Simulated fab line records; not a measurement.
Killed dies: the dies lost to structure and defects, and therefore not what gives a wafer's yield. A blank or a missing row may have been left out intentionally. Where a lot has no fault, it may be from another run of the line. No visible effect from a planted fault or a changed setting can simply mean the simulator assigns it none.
Which tool did it? || flow gf180mcu || 14 lots, 42 wafers sampled, at 5 steps of a route of 602

## WHAT EACH GAUGE READ, for each wafer
GF_HV_LDD_CD_MEAS_07: the cd target is 400 nm.
{"lot": "L550", "measured": "day 10 07:30", "on": "cd sem-02", "cd nm (nm)": "401.9 402.2 402.3"}
{"lot": "L551", "measured": "day 10 14:57", "on": "cd sem-01", "cd nm (nm)": "399.8 401.5 403.0"}
{"lot": "L552", "measured": "day 10 15:15", "on": "cd sem-01", "cd nm (nm)": "395.3 396.5 394.6"}
{"lot": "L555", "measured": "day 12 04:07", "on": "cd sem-02", "cd nm (nm)": "397.0 397.3 398.4"}
{"lot": "L557", "measured": "day 12 08:17", "on": "cd sem-02", "cd nm (nm)": "398.1 397.6 398.3"}
{"lot": "L562", "measured": "day 13 17:13", "on": "cd sem-02", "cd nm (nm)": "396.8 395.0 397.0"}
{"lot": "L563", "measured": "day 13 17:49", "on": "cd sem-01", "cd nm (nm)": "395.2 398.2 396.9"}
{"lot": "L564", "measured": "day 14 10:55", "on": "cd sem-01", "cd nm (nm)": "396.7 398.0 398.0"}
{"lot": "L565", "measured": "day 15 01:34", "on": "cd sem-02", "cd nm (nm)": "399.7 399.9 401.9"}
{"lot": "L569", "measured": "day 15 16:50", "on": "cd sem-02", "cd nm (nm)": "398.5 400.6 397.2"}
{"lot": "L568", "measured": "day 15 17:09", "on": "cd sem-01", "cd nm (nm)": "397.4 398.2 398.6"}
{"lot": "L570", "measured": "day 16 15:36", "on": "cd sem-01", "cd nm (nm)": "395.9 398.1 396.1"}
{"lot": "L572", "measured": "day 16 20:32", "on": "cd sem-02", "cd nm (nm)": "400.1 398.1 400.0"}
{"lot": "L571", "measured": "day 16 21:01", "on": "cd sem-01", "cd nm (nm)": "402.2 400.7 401.8"}

GF_PSD_CD_MEAS_07: the cd target is 400 nm.
{"lot": "L550", "measured": "day 14 10:41", "on": "cd sem-01", "cd nm (nm)": "401.2 401.8 400.6"}
{"lot": "L551", "measured": "day 14 16:20", "on": "cd sem-01", "cd nm (nm)": "400.4 401.0 399.7"}
{"lot": "L552", "measured": "day 14 17:07", "on": "cd sem-02", "cd nm (nm)": "401.7 401.3 401.2"}
{"lot": "L555", "measured": "day 16 12:52", "on": "cd sem-01", "cd nm (nm)": "- - -"}
{"lot": "L557", "measured": "day 16 18:25", "on": "cd sem-02", "cd nm (nm)": "- - -"}
{"lot": "L562", "measured": "day 18 06:56", "on": "cd sem-02", "cd nm (nm)": "397.8 396.7 393.9"}
{"lot": "L563", "measured": "day 18 08:34", "on": "cd sem-02", "cd nm (nm)": "398.3 400.3 400.2"}
{"lot": "L564", "measured": "day 19 05:34", "on": "cd sem-02", "cd nm (nm)": "396.5 397.4 397.8"}
{"lot": "L565", "measured": "day 19 23:47", "on": "cd sem-01", "cd nm (nm)": "403.6 404.0 403.9"}
{"lot": "L569", "measured": "day 20 20:35", "on": "cd sem-01", "cd nm (nm)": "397.7 398.3 397.4"}
{"lot": "L568", "measured": "day 20 21:48", "on": "cd sem-02", "cd nm (nm)": "403.1 400.8 403.5"}
{"lot": "L570", "measured": "day 21 20:35", "on": "cd sem-01", "cd nm (nm)": "402.5 401.8 400.5"}
{"lot": "L572", "measured": "day 22 00:38", "on": "cd sem-01", "cd nm (nm)": "398.6 402.2 400.2"}
{"lot": "L571", "measured": "day 22 02:34", "on": "cd sem-02", "cd nm (nm)": "395.3 397.1 398.1"}

GF_SAB_OVL_MEAS_10.
{"lot": "L550", "measured": "day 15 07:28", "on": "overlay-01", "SAB_OVL (nm)": "3.1 3.8 1.1"}
{"lot": "L551", "measured": "day 15 14:19", "on": "overlay-02", "SAB_OVL (nm)": "1.6 -0.1 2.0"}
{"lot": "L552", "measured": "day 15 14:55", "on": "overlay-01", "SAB_OVL (nm)": "-1.1 2.8 1.4"}
{"lot": "L555", "measured": "day 17 12:18", "on": "overlay-01", "SAB_OVL (nm)": "-0.3 0.3 0.3"}
{"lot": "L557", "measured": "day 17 17:21", "on": "overlay-01", "SAB_OVL (nm)": "1.5 2.5 -0.6"}
{"lot": "L562", "measured": "day 19 07:33", "on": "overlay-01", "SAB_OVL (nm)": "2.0 0.5 5.0"}
{"lot": "L563", "measured": "day 19 10:12", "on": "overlay-02", "SAB_OVL (nm)": "1.3 -0.6 0.3"}
{"lot": "L564", "measured": "day 20 07:04", "on": "overlay-01", "SAB_OVL (nm)": "-0.4 1.0 -0.5"}
{"lot": "L565", "measured": "day 21 00:33", "on": "overlay-01", "SAB_OVL (nm)": "-0.7 0.8 -1.3"}
{"lot": "L569", "measured": "day 21 21:09", "on": "overlay-01", "SAB_OVL (nm)": "-3.3 1.2 -0.5"}
{"lot": "L568", "measured": "day 21 22:13", "on": "overlay-02", "SAB_OVL (nm)": "0.2 -0.6 0.5"}
{"lot": "L570", "measured": "day 22 20:25", "on": "overlay-01", "SAB_OVL (nm)": "-2.1 0.5 -1.4"}
{"lot": "L572", "measured": "day 23 00:43", "on": "overlay-01", "SAB_OVL (nm)": "0.2 1.5 2.1"}
{"lot": "L571", "measured": "day 23 02:15", "on": "overlay-01", "SAB_OVL (nm)": "2.5 0.4 1.4"}

## WHAT TOOL EACH LOT RAN ON (gives the tool, then ch and the chambers of the sampled wafers, and finally the start)
{"lot": "L550", "GF_HV_LDD_STRIP_22": "plasma asher-04 ch 0,1, day 11 02:07", "GF_PSD_COAT_02": "litho track-01 ch 0, day 14 00:26"}
{"lot": "L551", "GF_HV_LDD_STRIP_22": "plasma asher-02 ch 0,1, day 11 09:41", "GF_PSD_COAT_02": "litho track-04 ch 0, day 14 06:42"}
{"lot": "L552", "GF_HV_LDD_STRIP_22": "plasma asher-04 ch 0,1, day 11 09:44", "GF_PSD_COAT_02": "litho track-04 ch 0, day 14 07:18"}
{"lot": "L555", "GF_HV_LDD_STRIP_22": "plasma asher-03 ch 0,1, day 12 22:55", "GF_PSD_COAT_02": "litho track-01, day 16 01:44"}
{"lot": "L557", "GF_HV_LDD_STRIP_22": "plasma asher-03 ch 0,1, day 13 03:25", "GF_PSD_COAT_02": "litho track-02, day 16 07:20"}
{"lot": "L562", "GF_HV_LDD_STRIP_22": "plasma asher-04 ch 0,1, day 14 12:50", "GF_PSD_COAT_02": "litho track-01 ch 0, day 17 18:47"}
{"lot": "L563", "GF_HV_LDD_STRIP_22": "plasma asher-03 ch 0,1, day 14 13:34", "GF_PSD_COAT_02": "litho track-01 ch 0, day 17 20:20"}
{"lot": "L564", "GF_HV_LDD_STRIP_22": "plasma asher-04 ch 0,1, day 15 07:37", "GF_PSD_COAT_02": "litho track-01 ch 0, day 18 17:53"}
{"lot": "L565", "GF_HV_LDD_STRIP_22": "plasma asher-02 ch 0, day 15 23:28", "GF_PSD_COAT_02": "litho track-02 ch 0, day 19 11:11"}
{"lot": "L569", "GF_HV_LDD_STRIP_22": "plasma asher-04 ch 0,1, day 16 15:20", "GF_PSD_COAT_02": "litho track-04 ch 0, day 20 08:16"}
{"lot": "L568", "GF_HV_LDD_STRIP_22": "plasma asher-02 ch 0, day 16 15:35", "GF_PSD_COAT_02": "litho track-02 ch 0, day 20 09:10"}
{"lot": "L570", "GF_HV_LDD_STRIP_22": "plasma asher-02 ch 0,1, day 17 15:11", "GF_PSD_COAT_02": "litho track-01 ch 0, day 21 08:36"}
{"lot": "L572", "GF_HV_LDD_STRIP_22": "plasma asher-04 ch 0,1, day 17 19:08", "GF_PSD_COAT_02": "litho track-04 ch 0, day 21 12:34"}
{"lot": "L571", "GF_HV_LDD_STRIP_22": "plasma asher-02 ch 0,1, day 17 20:20", "GF_PSD_COAT_02": "litho track-01 ch 0, day 21 14:38"}
- GF_HV_LDD_STRIP_22: strips in O2/N2.
- GF_PSD_COAT_02: resist thk 1000 nm.

## WHAT THE TOOLS THEMSELVES READ (means of the sampled wafers that have a number; where no wafer has one, the mark that the record gives instead)
GF_HV_LDD_STRIP_22.
{"lot": "L550", "tool": "plasma asher-04", "drypump motor current A (A)": 5.3, "heater power w (W)": 328, "oes product au (a.u.)": 0.715, "platen temp c (C)": 249.87, "strip time to endpoint s (s)": 12.642}
{"lot": "L551", "tool": "plasma asher-02", "drypump motor current A (A)": 5.8, "heater power w (W)": 331, "oes product au (a.u.)": 0.717, "platen temp c (C)": 250.06, "strip time to endpoint s (s)": 12.642}
{"lot": "L552", "tool": "plasma asher-04", "drypump motor current A (A)": 5.6, "heater power w (W)": 313, "oes product au (a.u.)": 0.717, "platen temp c (C)": 249.96, "strip time to endpoint s (s)": 12.637}
{"lot": "L555", "tool": "plasma asher-03", "drypump motor current A (A)": 5.8, "heater power w (W)": 355, "oes product au (a.u.)": 0.713, "platen temp c (C)": 249.75, "strip time to endpoint s (s)": 12.637}
{"lot": "L557", "tool": "plasma asher-03", "drypump motor current A (A)": 5.8, "heater power w (W)": 356, "oes product au (a.u.)": 0.719, "platen temp c (C)": 250.13, "strip time to endpoint s (s)": 12.661}
{"lot": "L562", "tool": "plasma asher-04", "drypump motor current A (A)": 5.6, "heater power w (W)": 312, "oes product au (a.u.)": 0.719, "platen temp c (C)": 249.81, "strip time to endpoint s (s)": 12.618}
{"lot": "L563", "tool": "plasma asher-03", "drypump motor current A (A)": 5.5, "heater power w (W)": 353, "oes product au (a.u.)": 0.716, "platen temp c (C)": 250.14, "strip time to endpoint s (s)": 12.628}
{"lot": "L564", "tool": "plasma asher-04", "drypump motor current A (A)": 5.6, "heater power w (W)": 316, "oes product au (a.u.)": 0.717, "platen temp c (C)": 249.91, "strip time to endpoint s (s)": 12.648}
{"lot": "L565", "tool": "plasma asher-02", "drypump motor current A (A)": 6.2, "heater power w (W)": 340, "oes product au (a.u.)": 0.712, "platen temp c (C)": 249.87, "strip time to endpoint s (s)": 12.589}
{"lot": "L569", "tool": "plasma asher-04", "drypump motor current A (A)": 5.4, "heater power w (W)": 327, "oes product au (a.u.)": 0.718, "platen temp c (C)": 250.11, "strip time to endpoint s (s)": 12.642}
{"lot": "L568", "tool": "plasma asher-02", "drypump motor current A (A)": 6.2, "heater power w (W)": 343, "oes product au (a.u.)": 0.717, "platen temp c (C)": 250.22, "strip time to endpoint s (s)": 12.626}
{"lot": "L570", "tool": "plasma asher-02", "drypump motor current A (A)": 6.0, "heater power w (W)": 334, "oes product au (a.u.)": 0.713, "platen temp c (C)": 249.82, "strip time to endpoint s (s)": 12.604}
{"lot": "L572", "tool": "plasma asher-04", "drypump motor current A (A)": 5.4, "heater power w (W)": 327, "oes product au (a.u.)": 0.718, "platen temp c (C)": 249.92, "strip time to endpoint s (s)": 12.637}
{"lot": "L571", "tool": "plasma asher-02", "drypump motor current A (A)": 6.0, "heater power w (W)": 337, "oes product au (a.u.)": 0.717, "platen temp c (C)": 250.18, "strip time to endpoint s (s)": 12.635}

GF_PSD_COAT_02.
{"lot": "L550", "tool": "litho track-01", "chill plate temp C (C)": 22.87, "dispense pressure kPa (kPa)": 47.3, "resist line temp C (C)": 22.97}
{"lot": "L551", "tool": "litho track-04", "chill plate temp C (C)": 22.82, "dispense pressure kPa (kPa)": 53.2, "resist line temp C (C)": 22.93}
{"lot": "L552", "tool": "litho track-04", "chill plate temp C (C)": 23.05, "dispense pressure kPa (kPa)": 53.3, "resist line temp C (C)": 22.96}
{"lot": "L555", "tool": "litho track-01", "chill plate temp C (C)": "-", "dispense pressure kPa (kPa)": "-", "resist line temp C (C)": "-"}
{"lot": "L557", "tool": "litho track-02", "chill plate temp C (C)": "-", "dispense pressure kPa (kPa)": "-", "resist line temp C (C)": "-"}
{"lot": "L562", "tool": "litho track-01", "chill plate temp C (C)": 23.13, "dispense pressure kPa (kPa)": 47.3, "resist line temp C (C)": 23.04}
{"lot": "L563", "tool": "litho track-01", "chill plate temp C (C)": 23.01, "dispense pressure kPa (kPa)": 47.3, "resist line temp C (C)": 22.99}
{"lot": "L564", "tool": "litho track-01", "chill plate temp C (C)": 22.94, "dispense pressure kPa (kPa)": 47.3, "resist line temp C (C)": 22.90}
{"lot": "L565", "tool": "litho track-02", "chill plate temp C (C)": 22.98, "dispense pressure kPa (kPa)": 48.3, "resist line temp C (C)": 22.95}
{"lot": "L569", "tool": "litho track-04", "chill plate temp C (C)": 22.91, "dispense pressure kPa (kPa)": 53.2, "resist line temp C (C)": 23.07}
{"lot": "L568", "tool": "litho track-02", "chill plate temp C (C)": 22.92, "dispense pressure kPa (kPa)": 48.3, "resist line temp C (C)": 22.90}
{"lot": "L570", "tool": "litho track-01", "chill plate temp C (C)": 23.09, "dispense pressure kPa (kPa)": 47.3, "resist line temp C (C)": 22.99}
{"lot": "L572", "tool": "litho track-04", "chill plate temp C (C)": 22.99, "dispense pressure kPa (kPa)": 53.2, "resist line temp C (C)": 22.98}
{"lot": "L571", "tool": "litho track-01", "chill plate temp C (C)": 23.09, "dispense pressure kPa (kPa)": 47.3, "resist line temp C (C)": 22.87}

## THE ANSWER, worked out from the rows above alone
Rule: the lots themselves supply what counts as usual. Put in order of their means at a reading, lots are off if they are a third of the lots or fewer, leave a main group of 4 or more, and stand apart from it by a gap of 3 or more times the standard deviation of the main group's means; of several such gaps the widest counts. If all means in a main group match to the digits the tables above print for the reading, that group is not used. Also off: a lot with no number at a reading for which 4 or more lots have one. Any other lot the step has rows for is counted as sound. Order of review: gauges by route order, followed by the tools' own readings, for which a lot's mean as printed above is used. The first step at which some lot is off is used, and at that step the reading that is off furthest; a lot without a number counts as furthest.
Off: L555, L557, at GF_PSD_CD_MEAS_07 (cd nm). Without a number there: L555, L557. Mean 399.9 nm and standard deviation 2.3 in the main group.
A tool fits if, at a process step before that reading, it ran every lot that is off, and no sound lot after the first of them. Not tried: the gauges at GF_PSD_CD_MEAS_07; whatever is off there is also off at GF_PSD_COAT_02, on other tools, and gauge error can't account for it. Not one of the candidates tried fits.

## WHAT THE SIMULATOR HAD INSERTED
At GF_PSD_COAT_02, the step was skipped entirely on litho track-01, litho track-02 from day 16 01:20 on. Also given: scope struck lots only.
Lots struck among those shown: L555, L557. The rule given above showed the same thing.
